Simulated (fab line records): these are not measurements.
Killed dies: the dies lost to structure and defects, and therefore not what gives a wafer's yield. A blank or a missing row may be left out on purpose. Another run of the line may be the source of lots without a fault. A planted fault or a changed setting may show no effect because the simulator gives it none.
fab line records / flow sky130
[record] lots = 14 wafers = 42 last-day = 51
route steps=708 shown LDD_HVN@275
lots with no fault: from the same line, run without faults
start-h: the number of hours between the record's first day and the start of the first shown wafer of the lot / wait-h: hours elapsed since this lot's preceding step / " unchanged from the row above / L1.1+2: a row that stands for several wafers / - value missing, or start not given / * or withheld: withheld / < > ~ a bound
route shown NAME@n: NAME is a module with steps in the file, n the number in the route of the first one / usual: mean/standard deviation taken from wafers without a fault / same: alike in all rows / chamber/n: place in a boat / sites: readings site by site / _std_site: the values' standard deviation / _edge_site: mean of outer sites minus mean of inner sites / radius-mm: for every site, how far away it sits from the centre of the wafer / mask NAME#n: copy n / behind: the most recent tool/chamber to have shaped the wafer / hold: why the lot went on hold/how many hours it stayed there/how the hold came to an end / device: the n, p or np transistor that did not switch / end of line: the route-end tests of the same wafers / a step given without rows: its recipe and nothing more / killed: at the first sort, the dies lost to defects and structure; wafer yield is something else / map: a wafer's dies, marking killed ones x, the rest . and places with no die _
set.NAME: the setting as run; set.NAME@STEP: as run at that earlier step / model.NAME: the simulator's own value behind a step, which no gauge read
a sample of lots followed through the steps of the route, with each step as a table and each wafer as a row
services: the hour from which a tool's chamber was out of use, counted from the record's first day as start-h (under 0 if before that day), plus the number of hours and why
[[steps]]
[step SKY_LDD_HVN_IMPLANT_08]
[recipe] species = P energy-kev = 60 dose-cm2 = 3e+13 tilt-deg = 40
[usual] beam-energy-keV = 60.002/0.018
lot.wafer=L104.2 tool=implanter-04 chamber=0 start-h=478.63 wait-h=0.0 beam-energy-keV=60.022
lot.wafer=L104.3 tool=implanter-04 chamber=0 start-h=478.63 wait-h=0.0 beam-energy-keV=59.998
lot.wafer=L104.6 tool=implanter-04 chamber=0 start-h=478.63 wait-h=0.0 beam-energy-keV=60.021
lot.wafer=L105.1 tool=implanter-04 chamber=0 start-h=486.64 wait-h=0.0 beam-energy-keV=60.006
lot.wafer=L105.2 tool=implanter-04 chamber=0 start-h=486.64 wait-h=0.0 beam-energy-keV=59.965
lot.wafer=L105.6 tool=implanter-04 chamber=0 start-h=486.64 wait-h=0.0 beam-energy-keV=60.003
lot.wafer=L106.2 tool=implanter-04 chamber=0 start-h=498.98 wait-h=0.0 beam-energy-keV=60.030
lot.wafer=L106.4 tool=implanter-04 chamber=0 start-h=498.98 wait-h=0.0 beam-energy-keV=59.996
lot.wafer=L106.5 tool=implanter-04 chamber=0 start-h=498.98 wait-h=0.0 beam-energy-keV=60.012
lot.wafer=L108.4 tool=implanter-01 chamber=0 start-h=513.54 wait-h=0.1 beam-energy-keV=59.979
lot.wafer=L108.5 tool=implanter-01 chamber=0 start-h=513.54 wait-h=0.1 beam-energy-keV=60.016
lot.wafer=L108.6 tool=implanter-01 chamber=0 start-h=513.54 wait-h=0.1 beam-energy-keV=60.000
lot.wafer=L111.2 tool=implanter-02 chamber=0 start-h=534.57 wait-h=0.0 beam-energy-keV=59.995
lot.wafer=L111.3 tool=implanter-02 chamber=0 start-h=534.57 wait-h=0.0 beam-energy-keV=59.993
lot.wafer=L111.5 tool=implanter-02 chamber=0 start-h=534.57 wait-h=0.0 beam-energy-keV=59.973
lot.wafer=L112.1 tool=implanter-01 chamber=0 start-h=547.31 wait-h=0.0 beam-energy-keV=60.005
lot.wafer=L112.2 tool=implanter-01 chamber=0 start-h=547.31 wait-h=0.0 beam-energy-keV=60.030
lot.wafer=L112.6 tool=implanter-01 chamber=0 start-h=547.31 wait-h=0.0 beam-energy-keV=60.001
lot.wafer=L115.1 tool=implanter-02 chamber=0 start-h=571.54 wait-h=0.0 beam-energy-keV=60.003
lot.wafer=L115.2 tool=implanter-02 chamber=0 start-h=571.54 wait-h=0.0 beam-energy-keV=59.994
lot.wafer=L115.5 tool=implanter-02 chamber=0 start-h=571.54 wait-h=0.0 beam-energy-keV=59.989
lot.wafer=L117.2 tool=implanter-04 chamber=0 start-h=588.57 wait-h=0.0 beam-energy-keV=59.997
lot.wafer=L117.3 tool=implanter-04 chamber=0 start-h=588.57 wait-h=0.0 beam-energy-keV=59.979
lot.wafer=L117.4 tool=implanter-04 chamber=0 start-h=588.57 wait-h=0.0 beam-energy-keV=59.987
lot.wafer=L116.1 tool=implanter-01 chamber=0 start-h=590.54 wait-h=0.0 beam-energy-keV=59.994
lot.wafer=L116.2 tool=implanter-01 chamber=0 start-h=590.54 wait-h=0.0 beam-energy-keV=60.008
lot.wafer=L116.3 tool=implanter-01 chamber=0 start-h=590.54 wait-h=0.0 beam-energy-keV=59.999
lot.wafer=L118.1 tool=implanter-04 chamber=0 start-h=593.69 wait-h=0.0 beam-energy-keV=60.004
lot.wafer=L118.3 tool=implanter-04 chamber=0 start-h=593.69 wait-h=0.0 beam-energy-keV=60.009
lot.wafer=L118.6 tool=implanter-04 chamber=0 start-h=593.69 wait-h=0.0 beam-energy-keV=60.036
lot.wafer=L120.1 tool=implanter-04 chamber=0 start-h=612.21 wait-h=0.0 beam-energy-keV=77.738
lot.wafer=L120.2 tool=implanter-04 chamber=0 start-h=612.21 wait-h=0.0 beam-energy-keV=77.741
lot.wafer=L120.6 tool=implanter-04 chamber=0 start-h=612.21 wait-h=0.0 beam-energy-keV=77.736
lot.wafer=L121.2 tool=implanter-04 chamber=0 start-h=613.13 wait-h=0.0 beam-energy-keV=77.741
lot.wafer=L121.4 tool=implanter-04 chamber=0 start-h=613.13 wait-h=0.0 beam-energy-keV=77.753
lot.wafer=L121.5 tool=implanter-04 chamber=0 start-h=613.13 wait-h=0.0 beam-energy-keV=77.751
lot.wafer=L122.3 tool=implanter-01 chamber=0 start-h=625.39 wait-h=0.1 beam-energy-keV=59.972
lot.wafer=L122.4 tool=implanter-01 chamber=0 start-h=625.39 wait-h=0.1 beam-energy-keV=59.978
lot.wafer=L122.5 tool=implanter-01 chamber=0 start-h=625.39 wait-h=0.1 beam-energy-keV=59.971
lot.wafer=L127.2 tool=implanter-02 chamber=0 start-h=672.12 wait-h=0.0 beam-energy-keV=60.031
lot.wafer=L127.3 tool=implanter-02 chamber=0 start-h=672.12 wait-h=0.0 beam-energy-keV=60.028
lot.wafer=L127.5 tool=implanter-02 chamber=0 start-h=672.12 wait-h=0.0 beam-energy-keV=60.029
[step SKY_LDD_HVN_TW_MEAS_10]
[usual] LDD_HVN_TW = 1448/8.9
lot.wafer=L104.2 tool=film-metro-02 chamber=- start-h=478.87 wait-h=0.1 LDD_HVN_TW=1448
lot.wafer=L104.3 tool=film-metro-02 chamber=- start-h=478.87 wait-h=0.1 LDD_HVN_TW=1443
lot.wafer=L104.6 tool=film-metro-02 chamber=- start-h=478.87 wait-h=0.1 LDD_HVN_TW=1447
lot.wafer=L105.1 tool=film-metro-03 chamber=- start-h=486.89 wait-h=0.1 LDD_HVN_TW=1452
lot.wafer=L105.2 tool=film-metro-03 chamber=- start-h=486.89 wait-h=0.1 LDD_HVN_TW=1463
lot.wafer=L105.6 tool=film-metro-03 chamber=- start-h=486.89 wait-h=0.1 LDD_HVN_TW=1455
lot.wafer=L106.2 tool=film-metro-02 chamber=- start-h=499.22 wait-h=0.1 LDD_HVN_TW=1435
lot.wafer=L106.4 tool=film-metro-02 chamber=- start-h=499.22 wait-h=0.1 LDD_HVN_TW=1440
lot.wafer=L106.5 tool=film-metro-02 chamber=- start-h=499.22 wait-h=0.1 LDD_HVN_TW=1438
lot.wafer=L108.4 tool=film-metro-02 chamber=- start-h=513.75 wait-h=0.1 LDD_HVN_TW=1445
lot.wafer=L108.5 tool=film-metro-02 chamber=- start-h=513.75 wait-h=0.1 LDD_HVN_TW=1446
lot.wafer=L108.6 tool=film-metro-02 chamber=- start-h=513.75 wait-h=0.1 LDD_HVN_TW=1454
lot.wafer=L111.2 tool=film-metro-01 chamber=- start-h=534.80 wait-h=0.1 LDD_HVN_TW=1444
lot.wafer=L111.3 tool=film-metro-01 chamber=- start-h=534.80 wait-h=0.1 LDD_HVN_TW=1446
lot.wafer=L111.5 tool=film-metro-01 chamber=- start-h=534.80 wait-h=0.1 LDD_HVN_TW=1450
lot.wafer=L112.1 tool=film-metro-03 chamber=- start-h=547.56 wait-h=0.1 LDD_HVN_TW=1460
lot.wafer=L112.2 tool=film-metro-03 chamber=- start-h=547.56 wait-h=0.1 LDD_HVN_TW=1464
lot.wafer=L112.6 tool=film-metro-03 chamber=- start-h=547.56 wait-h=0.1 LDD_HVN_TW=1457
lot.wafer=L115.1 tool=film-metro-03 chamber=- start-h=571.79 wait-h=0.1 LDD_HVN_TW=1460
lot.wafer=L115.2 tool=film-metro-03 chamber=- start-h=571.79 wait-h=0.1 LDD_HVN_TW=1459
lot.wafer=L115.5 tool=film-metro-03 chamber=- start-h=571.79 wait-h=0.1 LDD_HVN_TW=1460
lot.wafer=L117.2 tool=film-metro-02 chamber=- start-h=588.80 wait-h=0.1 LDD_HVN_TW=1442
lot.wafer=L117.3 tool=film-metro-02 chamber=- start-h=588.80 wait-h=0.1 LDD_HVN_TW=1446
lot.wafer=L117.4 tool=film-metro-02 chamber=- start-h=588.80 wait-h=0.1 LDD_HVN_TW=1438
lot.wafer=L116.1 tool=film-metro-02 chamber=- start-h=590.79 wait-h=0.1 LDD_HVN_TW=1436
lot.wafer=L116.2 tool=film-metro-02 chamber=- start-h=590.79 wait-h=0.1 LDD_HVN_TW=1442
lot.wafer=L116.3 tool=film-metro-02 chamber=- start-h=590.79 wait-h=0.1 LDD_HVN_TW=1440
lot.wafer=L118.1 tool=film-metro-01 chamber=- start-h=593.94 wait-h=0.1 LDD_HVN_TW=1452
lot.wafer=L118.3 tool=film-metro-01 chamber=- start-h=593.94 wait-h=0.1 LDD_HVN_TW=1448
lot.wafer=L118.6 tool=film-metro-01 chamber=- start-h=593.94 wait-h=0.1 LDD_HVN_TW=1456
lot.wafer=L120.1 tool=film-metro-03 chamber=- start-h=612.46 wait-h=0.1 LDD_HVN_TW=1545
lot.wafer=L120.2 tool=film-metro-03 chamber=- start-h=612.46 wait-h=0.1 LDD_HVN_TW=1543
lot.wafer=L120.6 tool=film-metro-03 chamber=- start-h=612.46 wait-h=0.1 LDD_HVN_TW=1545
lot.wafer=L121.2 tool=film-metro-01 chamber=- start-h=613.37 wait-h=0.1 LDD_HVN_TW=1543
lot.wafer=L121.4 tool=film-metro-01 chamber=- start-h=613.37 wait-h=0.1 LDD_HVN_TW=1547
lot.wafer=L121.5 tool=film-metro-01 chamber=- start-h=613.37 wait-h=0.1 LDD_HVN_TW=1552
lot.wafer=L122.3 tool=film-metro-01 chamber=- start-h=625.61 wait-h=0.1 LDD_HVN_TW=1453
lot.wafer=L122.4 tool=film-metro-01 chamber=- start-h=625.61 wait-h=0.1 LDD_HVN_TW=1444
lot.wafer=L122.5 tool=film-metro-01 chamber=- start-h=625.61 wait-h=0.1 LDD_HVN_TW=1445
lot.wafer=L127.2 tool=film-metro-02 chamber=- start-h=672.35 wait-h=0.1 LDD_HVN_TW=1440
lot.wafer=L127.3 tool=film-metro-02 chamber=- start-h=672.35 wait-h=0.1 LDD_HVN_TW=1443
lot.wafer=L127.5 tool=film-metro-02 chamber=- start-h=672.35 wait-h=0.1 LDD_HVN_TW=1432
[[services]]
tool=implanter-01 chamber=- start-h=464.00 hours=5.0 kind=repair
tool=implanter-01 chamber=- start-h=557.15 hours=2.9 kind=repair
tool=implanter-04 chamber=- start-h=566.10 hours=7.1 kind=pm
tool=implanter-04 chamber=- start-h=599.20 hours=9.2 kind=pm
tool=implanter-04 chamber=- start-h=608.38 hours=1.2 kind=repair
tool=implanter-01 chamber=- start-h=610.55 hours=8.4 kind=pm
tool=implanter-04 chamber=- start-h=638.76 hours=2.2 kind=repair
tool=implanter-01 chamber=- start-h=642.37 hours=8.2 kind=pm
tool=implanter-04 chamber=- start-h=651.07 hours=0.8 kind=repair
tool=implanter-01 chamber=- start-h=664.07 hours=2.5 kind=repair
[[key]]
[first-sign] step = SKY_LDD_HVN_IMPLANT_08 reading = beam-energy-keV direction = up sigmas = 99+ usual = * struck = *
[effect] step = SKY_LDD_HVN_TW_MEAS_10 reading = LDD_HVN_TW direction = up sigmas = 11 usual = 1448 struck = 1546
met-at SKY_LDD_HVN_IMPLANT_08
struck-lots L120,L121
tester-left-out L120,L121
onset-between 593.69 612.21
[fault] kind = process-parameter-drift tool = implanter-04 chamber = - onset-h = 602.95 steps = SKY_LDD_HVN_IMPLANT_08 channel = energy-kev offset = * shape = step end-h = 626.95 acts-in = * stated = *
// tester-left-out: of these lots the tester's yield and bins aren't shown, on N5 and GAA mostly nor the transistor test; their killed dies are dies lost to structure and defects alone, not to doping, threshold or leakage, so they don't give the yield
